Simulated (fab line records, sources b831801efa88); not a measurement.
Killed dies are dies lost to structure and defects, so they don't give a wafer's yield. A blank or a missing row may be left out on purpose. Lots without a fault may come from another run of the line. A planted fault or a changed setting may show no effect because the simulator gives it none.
Which tool did it? | flow sfq_line | 14 lots, 42 wafers sampled, at 1 step of a route of 325

WHAT THE GAUGES READ, wafer by wafer
The record holds no reading of a measuring or inspecting step that can be judged against a usual standard deviation.

WHICH TOOL RAN EACH LOT (tool, then ch and the chambers of the sampled wafers, then the start)
lot  | SFQ_TRILAYER_M8_LITHO_EXPOSE_194
L319 | krf_scanner-02 ch 0, day 83 21:19
L320 | krf_scanner-02 ch 0, day 84 00:19
L323 | krf_scanner-01 ch 0, day 88 17:34
L324 | krf_scanner-01 ch 0, day 89 11:34
L325 | krf_scanner-01 ch 0, day 89 13:58
L326 | krf_scanner-01 ch 0, day 89 15:34
L327 | krf_scanner-01 ch 0, day 89 18:10
L328 | krf_scanner-01 ch 0, day 89 19:10
L329 | krf_scanner-01, day 89 23:58
L330 | krf_scanner-01, day 90 03:34
L332 | krf_scanner-01 ch 0, day 90 07:58
L336 | krf_scanner-02 ch 0, day 91 14:07
L338 | krf_scanner-02 ch 0, day 91 15:55
L339 | krf_scanner-02 ch 0, day 91 18:19
- SFQ_TRILAYER_M8_LITHO_EXPOSE_194: exposes mask M8, target cd 2000 nm.

WHAT THE TOOLS THEMSELVES READ (means of the sampled wafers that have a number; where no wafer has one, the mark that the record gives instead)
SFQ_TRILAYER_M8_LITHO_EXPOSE_194. Usual: exposure_dose_mJ_cm2 14.399, standard deviation 0.015; focus_offset_nm 0.0 nm, standard deviation 0.57; stage_vel_mm_s 500.01 mm/s, standard deviation 0.24.
lot  | tool           | exposure_dose_mJ_cm2 | focus_offset_nm (nm) | stage_vel_mm_s (mm/s) | flag
L319 | krf_scanner-02 | 14.416               | 0.1                  | 500.03                |
L320 | krf_scanner-02 | 14.402               | -0.3                 | 499.89                |
L323 | krf_scanner-01 | 14.394               | -0.6                 | 500.01                |
L324 | krf_scanner-01 | 14.401               | 0.5                  | 499.82                |
L325 | krf_scanner-01 | 14.383               | -0.5                 | 500.00                |
L326 | krf_scanner-01 | 14.413               | -0.5                 | 499.66                |
L327 | krf_scanner-01 | 14.408               | -0.1                 | 499.94                |
L328 | krf_scanner-01 | 14.378               | -0.9                 | 500.31                |
L329 | krf_scanner-01 | -                    | -                    | -                     | OFF
L330 | krf_scanner-01 | -                    | -                    | -                     | OFF
L332 | krf_scanner-01 | 14.378               | 0.1                  | 499.94                |
L336 | krf_scanner-02 | 14.387               | 0.1                  | 500.14                |
L338 | krf_scanner-02 | 14.382               | 0.1                  | 499.81                |
L339 | krf_scanner-02 | 14.398               | 0.2                  | 500.37                |

THE ANSWER, worked out from the rows above alone
Rule: a lot is off if the mean of its wafers that have a number lies more than 3 standard deviations from the usual mean. A lot without any number at a reading at which 4 lots or more have one is off too. The other lots that the step has rows for count as sound. The gauges are gone through in route order, then the tools' own readings, and for those a lot's mean is taken as printed above. The first step at which some lot is off is used, and at that step the reading that is off furthest; a lot without a number counts as furthest.
Off: L329, L330, at SFQ_TRILAYER_M8_LITHO_EXPOSE_194 (exposure_dose_mJ_cm2). Without a number there: L329, L330.
A tool fits if, at that step or a process step before it, it ran every lot that is off, and no sound lot after the first of them. None of those tried fits.

WHAT THE SIMULATOR HAD PUT IN
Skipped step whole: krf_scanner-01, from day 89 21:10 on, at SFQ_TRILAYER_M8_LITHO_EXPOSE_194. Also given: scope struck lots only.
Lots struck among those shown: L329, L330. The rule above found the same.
